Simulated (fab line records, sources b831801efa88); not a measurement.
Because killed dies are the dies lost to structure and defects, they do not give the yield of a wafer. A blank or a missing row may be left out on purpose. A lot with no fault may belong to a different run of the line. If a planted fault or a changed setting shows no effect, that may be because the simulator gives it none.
Chamber matching    flow gf180mcu    GF_PASSIVATION_CVD_00 on pecvd-04 has 3 sister chambers
The step deposits SiO2 from TEOS, target thk 1000 nm, time 111.95 s. 22 wafers are shown with their chamber, then 11 later ones without.

== WAFERS WITH THEIR CHAMBER ==
wafer   chamber  heater power w (W)
L077.4  2        601
L077.5  0        637
L077.6  1        631
L079.2  0        688
L079.4  2        634
L079.5  0        553
L082.2  1        536
L082.4  0        677
L082.5  1        588
L085.3  2        573
L085.4  2        622
L085.5  0        655
L086.1  1        535
L086.4  1        581
L086.5  2        592
L088.1  2        641
L088.2  0        591
L088.4  1        495
L089.2  1        528
L089.4  2        515
L089.5  1        586
L090.2  0        654

SIGNATURES, as means of the wafers listed above
reading         chamber 0  chamber 1  chamber 2  scatter within a chamber
heater power w  636.43     560.00     596.86     45.1
Rule: a wafer lies at a distance from a chamber equal to the root of the sum of squares, over the readings, of (its reading less the chamber's mean, divided by the reading's scatter). If the next closest chamber is less than 2 further off than the closest, the wafer can't be placed; otherwise it belongs to the closest. The scatter: take each reading less its chamber's mean, square it, sum over the shown wafers, divide by the number of wafers less the number of chambers, and take the root.

== WAFERS MISSING THEIR CHAMBER ==
wafer   heater power w (W)
L090.4  488
L090.6  550
L094.2  677
L094.4  654
L094.5  555
L095.1  593
L095.4  557
L095.6  619
L096.2  654
L096.4  486
L096.6  525

== WHICH CHAMBER EACH ONE RAN IN ==
wafer   from the rows above           in truth
L090.4  can't be placed: 1 or 2 or 0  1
L090.6  can't be placed: 1 or 2 or 0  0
L094.2  can't be placed: 0 or 2 or 1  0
L094.4  can't be placed: 0 or 2 or 1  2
L094.5  can't be placed: 1 or 2 or 0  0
L095.1  can't be placed: 2 or 1 or 0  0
L095.4  can't be placed: 1 or 2 or 0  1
L095.6  can't be placed: 0 or 2 or 1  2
L096.2  can't be placed: 0 or 2 or 1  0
L096.4  can't be placed: 1 or 2 or 0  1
L096.6  can't be placed: 1 or 2 or 0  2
0 of 11 placed correctly. Cannot be placed on the basis of these rows: 11; the candidates contain the true chamber in 11. Number placed wrongly: 0.
